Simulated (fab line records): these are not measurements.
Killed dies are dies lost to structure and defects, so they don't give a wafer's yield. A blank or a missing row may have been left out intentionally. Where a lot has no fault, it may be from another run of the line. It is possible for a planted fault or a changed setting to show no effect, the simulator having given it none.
Check of tool commonality	flow gf180mcu	13 lots, 39 wafers sampled

## REASON IT WAS OPENED
GF_M3_OVL_MEAS_15, reading M3_OVL: flagged on 2 of 13 lots. Wafers without a fault read 0 nm, standard deviation 5.2.
Rule: a lot is flagged in two cases, either no wafer of it has a number, or all its wafers with numbers fall more than 4 standard deviations from that mean. The rest of the lots are taken to be sound.

lot	measured	on	M3_OVL (nm), wafer by wafer	flag
L717	day 21 08:35	overlay-02	4 -5 -3	
L719	day 22 04:49	overlay-01	4 -1 9	
L720	day 22 14:20	overlay-02	-2 2 4	
L721	day 22 22:50	overlay-01	3 -4 4	
L722	day 23 09:22	overlay-01	2 11 -3	
L723	day 23 17:07	overlay-02	-5 -15 -3	
L724	day 24 09:22	overlay-01	-4 -2 -4	
L725	day 24 13:17	overlay-02	-4 -5 4	
L735	day 27 13:52	overlay-01	95 89 87	FLAGGED
L736	day 27 16:40	overlay-01	79 80 87	FLAGGED
L738	day 28 09:20	overlay-02	0 6 10	
L739	day 28 16:35	overlay-01	-6 -10 -3	
L740	day 28 21:39	overlay-01	0 -3 1	
Average over the flagged lots: 86 nm; offset from the usual +86 nm, equal to +17 standard deviations.

## LOT BY LOT: THE TOOL USED
2 process steps preceding the reading are held in the record, out of 602 steps in the route. Every cell lists first the tool, next ch and the chambers used by the sampled wafers, and last the start.
lot	flag	GF_M3_SPUTTER_02	GF_M3_EXPOSE_11
L717		pvd sputter-04, day 20 08:13	krf scanner-01 ch 0, day 20 20:13
L719		pvd sputter-04, day 21 05:01	krf scanner-02 ch 0, day 21 16:46
L720		pvd sputter-04, day 21 14:05	krf scanner-01 ch 0, day 22 02:22
L721		pvd sputter-02, day 21 22:37	krf scanner-02 ch 0, day 22 11:14
L722		pvd sputter-04, day 22 09:19	krf scanner-01 ch 0, day 22 21:37
L723		pvd sputter-04, day 22 17:41	krf scanner-02 ch 0, day 23 05:52
L724		pvd sputter-04, day 23 10:37	krf scanner-02 ch 0, day 23 22:04
L725		pvd sputter-01, day 23 14:53	krf scanner-02 ch 0, day 24 02:08
L735	FLAGGED	pvd sputter-01, day 26 17:27	krf scanner-02 ch 0, day 27 03:57
L736	FLAGGED	pvd sputter-02, day 26 21:03	krf scanner-02 ch 0, day 27 07:19
L738		pvd sputter-01, day 27 13:49	krf scanner-01 ch 0, day 27 23:59
L739		pvd sputter-02, day 27 20:40	krf scanner-01 ch 0, day 28 07:17
L740		pvd sputter-04, day 28 01:56	krf scanner-01 ch 0, day 28 11:50
What the steps here do:
- GF_M3_SPUTTER_02: material AlCu, target thk 450 nm, time 23.9 s.
- GF_M3_EXPOSE_11: exposes mask Metal3, target cd 280 nm.
- GF_M3_OVL_MEAS_15

## FLAGGED OVER TOTAL, TOOL BY TOOL (the gauges that took the reading come last)
step	tool	lots run	flagged	share of the flagged lots	sound lots run after its first flagged lot
GF_M3_SPUTTER_02	pvd sputter-01	3	1	some	1 (L738)
GF_M3_SPUTTER_02	pvd sputter-02	3	1	some	1 (L739)
GF_M3_SPUTTER_02	pvd sputter-04	7	0	none	-
GF_M3_EXPOSE_11	krf scanner-01	6	0	none	-
GF_M3_EXPOSE_11	krf scanner-02	7	2	all	0
GF_M3_OVL_MEAS_15	overlay-01	8	2	all	2 (L739,L740)
GF_M3_OVL_MEAS_15	overlay-02	5	0	none	-

## WHAT THE TABLE ALLOWS
Rows of the table that ran all the flagged lots, 2 in number: krf scanner-02 at GF_M3_EXPOSE_11; overlay-01 at GF_M3_OVL_MEAS_15.
- krf scanner-02 at GF_M3_EXPOSE_11 ran 7 lots, 2 of them flagged. Its last sound lot is L725 (day 24 02:08), its first flagged lot L735 (day 27 03:57): a fault that began between those two fits.
- overlay-01 at GF_M3_OVL_MEAS_15 ran 8 lots, 2 of them flagged. Sound lots ran on it after the first flagged one (L739, L740), which a lasting fault on the whole tool wouldn't allow.
krf scanner-02 at GF_M3_EXPOSE_11 is the single tool remaining.

## WHAT WAS PUT IN BY THE SIMULATOR
Scanner matching overlay: krf scanner-02, from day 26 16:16 on, at GF_M3_EXPOSE_11. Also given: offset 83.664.
Struck lots among those shown: L735, L736. The rule given above showed the same thing.
